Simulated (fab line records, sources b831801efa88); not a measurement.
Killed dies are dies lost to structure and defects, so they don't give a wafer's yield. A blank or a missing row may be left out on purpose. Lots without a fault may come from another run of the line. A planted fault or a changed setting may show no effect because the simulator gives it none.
fab line records | flow sfq_line
record lots=5 wafers=23
route steps=325 shown M6@255 I6@267 M7@285 I7@303 M8@319
start_h: hours from the record's first day to the start of the lot's first wafer shown | wait_h: hours since the lot's step before | " the same as in the row above | L1.1+2: a row that stands for several wafers | - no value, or no start given | * or withheld: withheld | < > ~ a bound
route shown NAME@n: a module of which the file shows steps, and the number in the route of the first | usual: mean/standard deviation of fault-free wafers | same: alike in all rows | chamber/n: place in a boat | sites: the reading at each site | _std_site: their standard deviation | _edge_site: outer sites' mean less inner sites' | radius_mm: how far each site lies from the wafer's centre | mask NAME#n: copy n | behind: the tool/chamber that last shaped the wafer | hold: why the lot was held/for how many hours/how that ended | device: the transistor (n, p or np) that didn't switch | end of line: the same wafers' tests at the end of the route | a step without rows: its recipe alone | killed: dies lost to structure and defects at the first sort, not the wafer's yield | map: a wafer's dies, x killed, . not, _ none there
set.NAME: the setting as run; set.NAME@STEP: as run at that earlier step | model.NAME: the simulator's own value behind a step, which no gauge read
lots whose settings were changed on purpose; a table a step, a row a wafer
## steps
# step SFQ_TRILAYER_M6_LITHO_COAT_164
# recipe resist=BARC spin_rpm=3000 resist_thk_nm=62
# columns lot.wafer tool chamber start_h wait_h set.resist_thk_nm model.BARC_of_TRILAYER_M6_LITHO_COAT_164.thk_nm
L078.1 litho_track-01 0 1585.97 0.1 62 62.15
L078.2 " 0 " " 62 62.37
L078.3 " 0 " " 62 62.16
L078.5 " 0 " " 62 62.38
L078.6 " 0 " " 62 62.1
L080.3 litho_track-02 0 1611.22 0.1 62 61.84
L080.4 " 0 " " 62 61.94
L080.5 " 0 " " 62 61.85
L082.1 litho_track-01 0 1752.96 0.1 62 61.97
L082.2 " 0 " " 62 61.77
L082.3+5 " 0 " " 64.45 64.36
L082.6 " 0 " " 62 61.96
L083.1 litho_track-02 0 1763.76 0.1 62 61.82
L083.3 " 0 " " 60.19 60.12
L083.4+6 " 0 " " 60.19 60.11
L083.5 " 0 " " 62 61.71
L084.1 litho_track-02 0 1769.76 0.1 62 62.08
L084.2 " 0 " " 63 63.11
L084.3 " 0 " " 62 62.02
L084.4 " 0 " " 63 63.15
L084.6 " 0 " " 63 63.16
# step SFQ_TRILAYER_M6_LITHO_COAT_159
# recipe resist=KrF spin_rpm=3000 resist_thk_nm=600
# step SFQ_TRILAYER_M6_LITHO_SOFTBAKE_163
# recipe temp_c=withheld time_s=withheld resist=KrF
# step SFQ_TRILAYER_M6_LITHO_DEVELOP_161
# recipe time_s=60 resist=KrF
# step SFQ_TRILAYER_M6_BARC_OPEN_METAL_ETCH_206
# recipe mask_material=PR chemistry=O2 target_depth_nm=125 target=BARC icp_w=600 bias_w=80 pressure_mtorr=10 time_s=41.7
# columns lot.wafer tool chamber start_h wait_h set.resist_thk_nm@TRILAYER_M6_LITHO_COAT_164 model.etch.depth_nm
L078.1 rie_metal-04 0 1611.16 0.0 62 62.15
L078.2 " 0 " " 62 62.37
L078.3 " 0 " " 62 62.16
L078.5 " 0 " " 62 62.38
L078.6 " 0 " " 62 62.1
L080.3 rie_metal-02 0 1632.80 0.1 62 61.84
L080.4 " 0 " " 62 61.94
L080.5 " 0 " " 62 61.85
L082.1 rie_metal-03 0 1755.37 0.0 62 -
L082.2 " 1 " " 62 61.77
L082.3 " 0 " " 64.45 -
L082.5 " 1 " " 64.45 64.36
L082.6 " 0 " " 62 61.96
L083.1+5 rie_metal-03 0 1767.19 0.0 62 -
L083.3 " 1 " " 60.19 -
L083.4+6 " 0,1 " " 60.19 60.11
L084.1 rie_metal-02 1 1772.24 0.0 62 62.08
L084.2 " 0 " " 63 63.11
L084.3 " 1 " " 62 -
L084.4 " 0 " " 63 63.15
L084.6 " 0 " " 63 -
# step SFQ_TRILAYER_I6_CMP_CMP_166
# recipe material=SiO2 down_force_psi=3 platen_rpm=60 pad_velocity_m_s=0.94248
# columns lot.wafer tool chamber start_h wait_h set.leave_above_ref_nm model.SiO2_of_TRILAYER_I6_DEP_PECVD_165.thk_nm
L078.2 cmp-01 0 1637.25 24.3 213.2 212.1
L078.1+5 " 2,0 1638.25 25.3 200 198.7
L078.3 " 3 " " 213.2 213
L078.6 " 1 1639.75 26.8 200 199.6
L080.4 cmp-01 3 1661.25 26.7 200 199.6
L080.3 " 1 1662.25 27.7 200 199.8
L080.5 " 3 1663.25 28.6 200 199.3
L082.3 cmp-02 3 1756.41 0.0 200 201.2
L082.2 " 1 1757.41 1.0 200 200.2
L082.1 " 2 " " 200 199.8
L082.5 " 3 " " 200 201
L082.6 " 0 " " 200 200.1
L083.4 cmp-01 3 1768.23 0.0 186.6 187.1
L083.1 " 0 " " 200 198.8
L083.3 " 2 1769.73 1.5 200 199.8
L083.5 " 3 " " 200 199.9
L083.6 " 0 " " 186.6 185.8
L084.1 cmp-01 0 1777.91 4.7 200 200.9
L084.3 " 1 " " 200 199.6
L084.2 " 2 " " 200 199.1
L084.4 " 3 " " 200 198.9
L084.6 " 0 " " 200 198.6
# step SFQ_TRILAYER_I6_METRO_MEASURE_167
# usual thk_nm=199.9/0.96
# columns lot.wafer tool chamber start_h wait_h set.leave_above_ref_nm@TRILAYER_I6_CMP_CMP_166 thk_nm
L078.1 film_metro-03 - 1640.37 0.1 200 198.7
L078.2 " - " " 213.2 212.1
L078.3 " - " " 213.2 213.0
L078.5 " - " " 200 198.7
L078.6 " - " " 200 199.6
L080.3 film_metro-04 - 1664.77 0.5 200 199.9
L080.4 " - " " 200 199.6
L080.5 " - " " 200 199.3
L082.1 film_metro-01 - 1759.53 0.1 200 199.8
L082.2 " - " " 200 200.3
L082.3 " - " " 200 201.4
L082.5 " - " " 200 201.0
L082.6 " - " " 200 200.0
L083.1 film_metro-04 - 1771.35 0.1 200 199.0
L083.3 " - " " 200 199.8
L083.4 " - " " 186.6 187.1
L083.5 " - " " 200 200.0
L083.6 " - " " 186.6 185.8
L084.1 film_metro-04 - 1781.03 0.1 200 200.9
L084.2 " - " " 200 199.0
L084.3 " - " " 200 199.4
L084.4 " - " " 200 199.0
L084.6 " - " " 200 198.6
# step SFQ_TRILAYER_I6_VIA_LITHO_PEB_172
# recipe peb_temp_c=115 peb_time_s=60 resist=KrF
# columns lot.wafer tool chamber start_h wait_h set.peb_time_s
L078.1+2+3+5+6 litho_track-03 0 1648.02 1.0 60
L080.3+4+5 litho_track-03 0 1667.57 0.7 60
L082.1+2+3+5+6 litho_track-04 0 1762.68 1.0 60
L083.1+5+6 litho_track-01 0 1862.12 1.0 60
L083.3+4 " 0 " " 62.3
L084.1+2+6 litho_track-03 0 1866.92 1.0 60
L084.3+4 " 0 " " 64.96
# step SFQ_TRILAYER_I6_VIA_LITHO_DEVELOP_171
# recipe time_s=60 resist=KrF
# step SFQ_TRILAYER_I6_VIA_BARC_OPEN_VIA_ETCH_235
# recipe mask_material=PR chemistry=O2 target_depth_nm=125 target=BARC source_w=500 bias_w=80 pressure_mtorr=30 time_s=41.7
# columns lot.wafer tool chamber start_h wait_h set.peb_time_s@TRILAYER_I6_VIA_LITHO_PEB_172 model.I6.cd_nm
L078.1 rie_diel-03 3 1648.36 0.0 60 700.3
L078.2 " 1 " " 60 700
L078.3 " 2 " " 60 699.5
L078.5 " 2 " " 60 697.7
L078.6 " 3 " " 60 699.2
L080.3 rie_diel-04 1 1667.86 0.0 60 702.1
L080.4 " 0 " " 60 699.9
L080.5 " 1 " " 60 701.4
L082.1 rie_diel-03 0 1763.01 0.0 60 702.5
L082.2 " 2 " " 60 700.7
L082.3 " 1 " " 60 702.7
L082.5 " 2 " " 60 700.8
L082.6 " 1 " " 60 701.1
L083.1 rie_diel-01 2 1862.45 0.0 60 699.6
L083.3 " 3 " " 62.3 706.6
L083.4 " 2 " " 62.3 705.5
L083.5 " 3 " " 60 701.6
L083.6 " 0 " " 60 701.7
L084.1 rie_diel-01 0 1867.25 0.0 60 700.7
L084.2 " 3 " " 60 701.9
L084.3 " 2 " " 64.96 709.9
L084.4 " 0 " " 64.96 712
L084.6 " 3 " " 60 701.7
# step SFQ_TRILAYER_I6_VIA_ETCH_VIA_ETCH_172
# recipe target=SiO2 stop_on=Nb mask_material=PR taper_deg=20 chemistry=CHF3 target_depth_nm=260 source_w=500 bias_w=77.88 pressure_mtorr=30 time_s=withheld
# usual oes_product_au=0.854/0.0049
# columns lot.wafer tool chamber start_h wait_h set.leave_above_ref_nm@TRILAYER_I6_CMP_CMP_166 set.peb_time_s@TRILAYER_I6_VIA_LITHO_PEB_172 oes_product_au model.I6.cd_nm model.I6.feature_depth_nm
L078.1 rie_diel-03 3 1648.40 0.0 200 * 0.851 700.1 198.7
L078.2 " 1 " " 213.2 * 0.878 699.3 212.1
L078.3 " 2 " " 213.2 * 0.883 701.6 213
L078.5 " 2 " " 200 * 0.850 699.2 198.7
L078.6 " 3 " " 200 * 0.861 699.4 199.6
L080.3 rie_diel-04 1 1667.90 0.0 200 * 0.857 701.5 199.8
L080.4 " 0 " " 200 * 0.848 699.9 199.6
L080.5 " 1 " " 200 * 0.851 701.1 199.3
L082.1 rie_diel-03 0 1763.05 0.0 200 * 0.855 705 199.8
L082.2 " 2 " " 200 * 0.849 702.7 200.2
L082.3 " 1 " " 200 * 0.859 701.4 201.2
L082.5 " 2 " " 200 * 0.860 702.2 201
L082.6 " 1 " " 200 * 0.850 700.2 200.1
L083.1 rie_diel-01 2 1862.49 0.0 200 * 0.853 701.6 198.8
L083.3 " 3 " " 200 * 0.846 704.5 199.8
L083.4 " 2 " " 186.6 * 0.830 706.7 187.1
L083.5 " 3 " " 200 * 0.853 699.1 199.9
L083.6 " 0 " " 186.6 * 0.827 701.7 185.8
L084.1 rie_diel-01 0 1867.29 0.0 200 * 0.851 700.5 200.9
L084.2 " 3 " " 200 * 0.847 699.7 199.1
L084.3 " 2 " " 200 * 0.853 711.4 199.6
L084.4 " 0 " " 200 * 0.851 710.8 198.9
L084.6 " 3 " " 200 * 0.856 701 198.6
# step SFQ_TRILAYER_M7_LITHO_COAT_182
# recipe resist=BARC spin_rpm=3000 resist_thk_nm=62
# columns lot.wafer tool chamber start_h wait_h set.resist_thk_nm model.BARC_of_TRILAYER_M7_LITHO_COAT_182.thk_nm
L078.1 litho_track-01 0 1649.60 0.1 62 62.27
L078.2+3 " 0 " " 62 62.16
L078.5+6 " 0 " " 62 62.17
L080.3 litho_track-02 0 1669.18 0.1 62 61.76
L080.4 " 0 " " 62 61.87
L080.5 " 0 " " 62 61.93
L082.1 litho_track-04 0 1764.24 0.1 62 62.23
L082.2 " 0 " " 60.01 60.01
L082.3 " 0 " " 60.01 60
L082.5 " 0 " " 60.01 60.06
L082.6 " 0 " " 62 62.02
L083.1 litho_track-04 0 1864.30 0.1 62 61.77
L083.3 " 0 " " 62 61.93
L083.4 " 0 " " 62 61.9
L083.5 " 0 " " 62 61.78
L083.6 " 0 " " 62 61.62
L084.1+3 litho_track-02 0 1868.51 0.1 59.98 60.23
L084.2+6 " 0 " " 62 62.22
L084.4 " 0 " " 59.98 60.17
# step SFQ_TRILAYER_M7_LITHO_COAT_177
# recipe resist=KrF spin_rpm=3000 resist_thk_nm=600
# step SFQ_TRILAYER_M7_LITHO_SOFTBAKE_181
# recipe temp_c=withheld time_s=withheld resist=KrF
# step SFQ_TRILAYER_M7_LITHO_DEVELOP_179
# recipe time_s=60 resist=KrF
# step SFQ_TRILAYER_M7_BARC_OPEN_METAL_ETCH_229
# recipe mask_material=PR chemistry=O2 target_depth_nm=125 target=BARC icp_w=600 bias_w=80 pressure_mtorr=10 time_s=41.7
# columns lot.wafer tool chamber start_h wait_h set.resist_thk_nm@TRILAYER_M7_LITHO_COAT_182 model.etch.depth_nm
L078.1 rie_metal-01 0 1655.36 0.0 62 62.27
L078.2+3 " 1 " " 62 62.16
L078.5+6 " 1,0 " " 62 62.17
L080.3 rie_metal-01 0 1672.23 0.0 62 61.76
L080.4 " 1 " " 62 61.87
L080.5 " 0 " " 62 61.93
L082.1 rie_metal-04 1 1768.39 0.0 62 -
L082.2 " 0 " " 60.01 60.01
L082.3 " 0 " " 60.01 -
L082.5 " 1 " " 60.01 60.06
L082.6 " 0 " " 62 62.02
L083.1+3+5 rie_metal-04 1 1868.87 0.0 62 -
L083.4 " 0 " " 62 61.9
L083.6 " 0 " " 62 61.62
L084.1 rie_metal-04 1 1873.67 0.0 59.98 60.23
L084.2 " 0 " " 62 62.22
L084.3 " 1 " " 59.98 -
L084.4 " 0 " " 59.98 60.17
L084.6 " 1 " " 62 -
# step SFQ_TRILAYER_M7_ETCH_METAL_ETCH_180
# recipe target=Nb stop_on=SiO2 mask_material=PR chemistry=Cl2/Ar target_depth_nm=240 icp_w=600 bias_w=80 pressure_mtorr=10 time_s=120
# columns lot.wafer tool chamber start_h wait_h set.time_s model.KrF_of_TRILAYER_M7_LITHO_COAT_177.thk_nm
L078.1 rie_metal-01 0 1655.42 0.0 120 382.9
L078.2 " 1 " " 120 381.6
L078.3 " 1 " " 120 380.8
L078.5 " 1 " " 120 381.5
L078.6 " 0 " " 120 383.9
L080.3 rie_metal-01 0 1672.31 0.1 120 385.8
L080.4 " 1 " " 120 380.6
L080.5 " 0 " " 120 385.3
L082.1 rie_metal-04 1 1768.45 0.0 111 395.5
L082.2 " 0 " " 111 400
L082.3 " 0 " " 120 388.2
L082.5 " 1 " " 111 396.1
L082.6 " 0 " " 120 389.7
L083.1 rie_metal-04 1 1868.93 0.0 120 383.3
L083.3 " 1 " " 120 380.9
L083.4 " 0 " " 120 385.4
L083.5 " 1 " " 131.4 370.1
L083.6 " 0 " " 131.4 371.2
L084.1 rie_metal-04 1 1873.73 0.0 124.7 379.3
L084.2 " 0 " " 120 385.8
L084.3 " 1 " " 120 382.7
L084.4 " 0 " " 120 387.4
L084.6 " 1 " " 124.7 378
# step SFQ_TRILAYER_I7_VIA_LITHO_EXPOSE_188
# recipe mask_id=I7 na=0.6 source_shape=conventional sigma_outer=0.65 target_cd_nm=1000 dose_mj=21.3
# columns lot.wafer tool chamber start_h wait_h mask set.dose_mj
L078.1+3+6 krf_scanner-02 0 1692.66 - I7#0 21.3
L078.2+5 " 0 " " I7#0 20.52
L080.3+4+5 krf_scanner-01 0 1718.39 - I7#0 21.3
L082.1+5+6 krf_scanner-01 0 1800.26 - I7#0 21.3
L082.2+3 " 0 " " I7#0 20.45
L083.1+4+5 krf_scanner-01 0 1876.93 - I7#0 20.4
L083.3+6 " 0 " " I7#0 21.3
L084.1+2+4 krf_scanner-01 0 1883.03 - I7#0 21.3
L084.3+6 " 0 " " I7#0 20.11
# step SFQ_TRILAYER_I7_VIA_LITHO_PEB_190
# recipe peb_temp_c=115 peb_time_s=60 resist=KrF
# step SFQ_TRILAYER_I7_VIA_LITHO_DEVELOP_189
# recipe time_s=60 resist=KrF
# step SFQ_TRILAYER_I7_VIA_BARC_OPEN_VIA_ETCH_260
# recipe mask_material=PR chemistry=O2 target_depth_nm=125 target=BARC source_w=500 bias_w=80 pressure_mtorr=30 time_s=41.7
# columns lot.wafer tool chamber start_h wait_h set.dose_mj@TRILAYER_I7_VIA_LITHO_EXPOSE_188 model.I7.cd_nm
L078.1 rie_diel-04 1 1694.20 0.0 21.3 999.9
L078.2 " 2 " " 20.52 994.9
L078.3 " 3 " " 21.3 1001
L078.5 " 0 " " 20.52 993.2
L078.6 " 1 " " 21.3 1000
L080.3 rie_diel-04 1 1719.52 0.0 21.3 997.5
L080.4+5 " 3,1 " " 21.3 998.4
L082.1 rie_diel-03 1 1801.79 0.0 21.3 999.9
L082.2 " 0 " " 20.45 995.3
L082.3 " 2 " " 20.45 997.7
L082.5 " 1 " " 21.3 1002
L082.6 " 2 " " 21.3 1003
L083.1 rie_diel-04 2 1878.47 0.0 20.4 995.1
L083.3 " 0 " " 21.3 999.4
L083.4 " 1 " " 20.4 993.7
L083.5 " 0 " " 20.4 992.8
L083.6 " 1 " " 21.3 998.9
L084.1 rie_diel-02 0 1884.57 0.0 21.3 1003
L084.2 " 3 " " 21.3 1002
L084.3 " 2 " " 20.11 990.9
L084.4 " 1 " " 21.3 1001
L084.6 " 0 " " 20.11 993
# step SFQ_TRILAYER_I7_VIA_ETCH_VIA_ETCH_190
# recipe target=SiO2 stop_on=Nb mask_material=PR taper_deg=20 chemistry=CHF3 target_depth_nm=260 source_w=500 bias_w=80 pressure_mtorr=30 time_s=withheld
# columns lot.wafer tool chamber start_h wait_h set.source_w set.dose_mj@TRILAYER_I7_VIA_LITHO_EXPOSE_188 model.I7.cd_nm
L078.1 rie_diel-04 1 1694.24 0.0 500 21.3 998.8
L078.2 " 2 " " 559.2 20.52 994.4
L078.3 " 3 " " 559.2 21.3 1002
L078.5 " 0 " " 500 20.52 993.2
L078.6 " 1 " " 559.2 21.3 999.2
L080.3 rie_diel-04 1 1719.56 0.0 500 21.3 997.1
L080.4+5 " 3,1 " " 500 21.3 999.6
L082.1 rie_diel-03 1 1801.83 0.0 463.3 21.3 999.8
L082.2 " 0 " " 463.3 20.45 996.9
L082.3 " 2 " " 500 20.45 995.4
L082.5 " 1 " " 500 21.3 1002
L082.6 " 2 " " 463.3 21.3 998.8
L083.1 rie_diel-04 2 1878.51 0.0 558.8 20.4 995.1
L083.3 " 0 " " 558.8 21.3 997.5
L083.4 " 1 " " 500 20.4 994.7
L083.5 " 0 " " 500 20.4 991.3
L083.6 " 1 " " 558.8 21.3 1000
L084.1 rie_diel-02 0 1884.61 0.0 500 21.3 1006
L084.2+4 " 3,1 " " 557.7 21.3 1002
L084.3 " 2 " " 500 20.11 991.2
L084.6 " 0 " " 557.7 20.11 994.7
# step SFQ_TRILAYER_M8_DEP_EVAP_197
# recipe material=Ti angular_spread_deg=1 target_thk_nm=20 time_s=100 power_w=2000
# columns lot.wafer tool chamber start_h wait_h set.time_s model.Ti_of_TRILAYER_M8_DEP_EVAP_197.thk_nm
L078.1 pvd_sputter-02 - 1754.19 0.0 100 20.07
L078.2 " - " " 114.3 22.78
L078.3 " - " " 114.3 23.06
L078.5 " - " " 100 19.98
L078.6 " - " " 100 19.72
L080.3 pvd_sputter-02 - 1802.11 0.0 100 20.22
L080.4 " - " " 100 19.82
L080.5 " - " " 100 19.85
L082.1 pvd_sputter-02 - 1807.91 0.0 92.35 18.65
L082.2 " - " " 92.35 18.5
L082.3 " - " " 100 20.33
L082.5 " - " " 92.35 18.73
L082.6 " - " " 100 20.24
L083.1 pvd_sputter-01 - 1886.96 0.0 105.5 21.2
L083.3 " - " " 105.5 21.79
L083.4 " - " " 100 20.4
L083.5 " - " " 100 20.09
L083.6 " - " " 100 20.55
L084.1 pvd_sputter-02 - 1966.16 0.0 94.23 18.87
L084.2 " - " " 100 20.2
L084.3 " - " " 100 20.09
L084.4 " - " " 100 19.77
L084.6 " - " " 94.23 18.59
## key
split step=SFQ_TRILAYER_M6_LITHO_COAT_164 setting=resist_thk_nm stated=62 by=wafer
response step=SFQ_TRILAYER_M6_LITHO_COAT_164 reading=model.BARC_of_TRILAYER_M6_LITHO_COAT_164.thk_nm change=+0.61 per=1% r=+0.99
response step=SFQ_TRILAYER_M6_BARC_OPEN_METAL_ETCH_206 reading=model.etch.depth_nm change=+0.635 per=1% r=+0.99
split step=SFQ_TRILAYER_I6_CMP_CMP_166 setting=leave_above_ref_nm stated=200 by=wafer
response step=SFQ_TRILAYER_I6_CMP_CMP_166 reading=model.SiO2_of_TRILAYER_I6_DEP_PECVD_165.thk_nm change=+2 per=1% r=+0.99
response step=SFQ_TRILAYER_I6_METRO_MEASURE_167 reading=thk_nm change=+2.01 per=1% r=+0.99
response step=SFQ_TRILAYER_I6_VIA_ETCH_VIA_ETCH_172 reading=oes_product_au change=+0.00373 per=1% r=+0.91
response step=SFQ_TRILAYER_I6_VIA_ETCH_VIA_ETCH_172 reading=model.I6.feature_depth_nm change=+2 per=1% r=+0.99
split step=SFQ_TRILAYER_I6_VIA_LITHO_PEB_172 setting=peb_time_s stated=60 by=wafer
response step=SFQ_TRILAYER_I6_VIA_BARC_OPEN_VIA_ETCH_235 reading=model.I6.cd_nm change=+1.18 per=1% r=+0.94
response step=SFQ_TRILAYER_I6_VIA_ETCH_VIA_ETCH_172 reading=model.I6.cd_nm change=+1.29 per=1% r=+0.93
split step=SFQ_TRILAYER_M7_LITHO_COAT_182 setting=resist_thk_nm stated=62 by=wafer
response step=SFQ_TRILAYER_M7_LITHO_COAT_182 reading=model.BARC_of_TRILAYER_M7_LITHO_COAT_182.thk_nm change=+0.637 per=1% r=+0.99
response step=SFQ_TRILAYER_M7_BARC_OPEN_METAL_ETCH_229 reading=model.etch.depth_nm change=+0.621 per=1% r=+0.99
split step=SFQ_TRILAYER_M7_ETCH_METAL_ETCH_180 setting=time_s stated=120 by=wafer
response step=SFQ_TRILAYER_M7_ETCH_METAL_ETCH_180 reading=model.KrF_of_TRILAYER_M7_LITHO_COAT_177.thk_nm change=-1.28 per=1% r=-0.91
split step=SFQ_TRILAYER_I7_VIA_LITHO_EXPOSE_188 setting=dose_mj stated=21.3 by=wafer
response step=SFQ_TRILAYER_I7_VIA_BARC_OPEN_VIA_ETCH_260 reading=model.I7.cd_nm change=+1.57 per=1% r=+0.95
response step=SFQ_TRILAYER_I7_VIA_ETCH_VIA_ETCH_190 reading=model.I7.cd_nm change=+1.5 per=1% r=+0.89
split step=SFQ_TRILAYER_I7_VIA_ETCH_VIA_ETCH_190 setting=source_w stated=500 by=wafer
response none clear
split step=SFQ_TRILAYER_M8_DEP_EVAP_197 setting=time_s stated=100 by=wafer
response step=SFQ_TRILAYER_M8_DEP_EVAP_197 reading=model.Ti_of_TRILAYER_M8_DEP_EVAP_197.thk_nm change=+0.212 per=1% r=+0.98
